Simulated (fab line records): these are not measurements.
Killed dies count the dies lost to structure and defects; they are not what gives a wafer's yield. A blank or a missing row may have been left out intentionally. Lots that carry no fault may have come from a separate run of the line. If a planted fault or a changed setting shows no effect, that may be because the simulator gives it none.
Problem report, 8D (eight disciplines) form, completed by code :: flow gf180mcu :: the parts of the form that need people (team, actions taken, sign-off) are left out

1. PROBLEM STATEMENT
Mean PASSIVATION_CVD_02_THK at GF_PASSIVATION_THK_MEAS_03: 586 nm over 2 wafers in 2 lots; fault-free wafers: 696 nm, standard deviation 9.9. Measured from the usual mean, that is -11 standard deviations.
The first sign was on wafer L680.3 at day 31 11:31, on film_metro-01. At this step, 33 wafers from 11 lots have a number in the record. Rule for "out" (also "out of limits"): further than 4 standard deviations from the usual mean. The other wafers with a number count as sound.

2. WHAT IT IS, WHAT IT ISN'T
question: which readings at this step
is: PASSIVATION_CVD_02_THK
is not: -

question: which lots
is: L680, L682
is not: L670, L671, L673, L674, L677, L686, L688, L689, L691

question: which wafers of those lots
is: L680.3, L682.2
is not: L680.2, L680.4, L682.1, L682.3

question: read on which gauges
is: film_metro-01, film_metro-04
is not: film_metro-02

question: when
is: from day 31 11:31
is not: up to then (17 sound wafers); but 14 sound wafers of L682, L686, L688, L689, L691 came after

3. SUSPECTS, AND WHAT RULES EACH OUT
Counting: a tool at a process step up to the reading stays a suspect if it ran every lot that is out. Sound lots after the first of them don't rule it out here, since some wafers of a struck lot are sound.
- ruled out: the gauge at GF_PASSIVATION_THK_MEAS_03. 2 gauges (film_metro-01, film_metro-04) read the wafers that are out.
- pecvd-01 at GF_PASSIVATION_CVD_02 (deposits Si3N4, target thk 700 nm, time 486.18 s): kept. It processed each lot that is out (first: L680, day 31 11:13); up to then, its last sound lot is L674 (day 29 15:00). Out on those wafers are its own readings of rf_fwd_power_W.
- pecvd-01, GF_PASSIVATION_CVD_02: wafers that are out in chamber 0, sound lot-mates in chambers 1, 2.
Remaining after the count: pecvd-01 at GF_PASSIVATION_CVD_02.

4. THE CAUSE (what the simulator had put in)
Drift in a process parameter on pecvd-01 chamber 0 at GF_PASSIVATION_CVD_02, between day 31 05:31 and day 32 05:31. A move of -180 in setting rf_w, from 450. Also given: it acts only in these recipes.
This tool alone remained once counting was done.

5. SEQUENCE OF EFFECTS, ordered by route
Each row: a reading where the mean over the struck wafers with a number is more than 3 standard deviations away from the usual. Readings are gone through only where the record gives a usual standard deviation; hours: the median, over the lots, of the time from a lot's start at the first step in this table giving one to that lot's start at this step; sigmas: the change measured in usual standard deviations.
hours: 0
step: GF_PASSIVATION_CVD_02
reading: rf_fwd_power_W
usual: 449.1 W
on struck wafers: 268.1
change: -181.0
sigmas: -99 or more

hours: 0
step: GF_PASSIVATION_THK_MEAS_03
reading: PASSIVATION_CVD_02_THK
usual: 696 nm
on struck wafers: 586
change: -110
sigmas: -11

hours: 17
step: GF_PASSIVATION_ETCH_11
reading: oes_product_au
usual: 0.962 a.u.
on struck wafers: 0.913
change: -0.048
sigmas: -5.8
Process steps it contains:
- GF_PASSIVATION_CVD_02: deposits Si3N4, target thk 700 nm, time 486.18 s.
- GF_PASSIVATION_ETCH_11: etches the open film in CF4/O2, stops on TiN, target depth 1800 nm, time 400 s.

6. WHAT WOULD HAVE CAUGHT IT SOONER
6 hours passed between the start of the fault at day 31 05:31 and the first reading out of limits at a measuring or inspecting step in this record, taken at day 31 11:31.
Tool's own readings at GF_PASSIVATION_CVD_02, rf_fwd_power_W: out on all struck wafers the step has rows for; an alarm limit on them would have tripped on the first.
Of the lots that are out (2), L682 began GF_PASSIVATION_CVD_02 on pecvd-01 after day 31 11:31. Holding the tool at that time would have saved it.
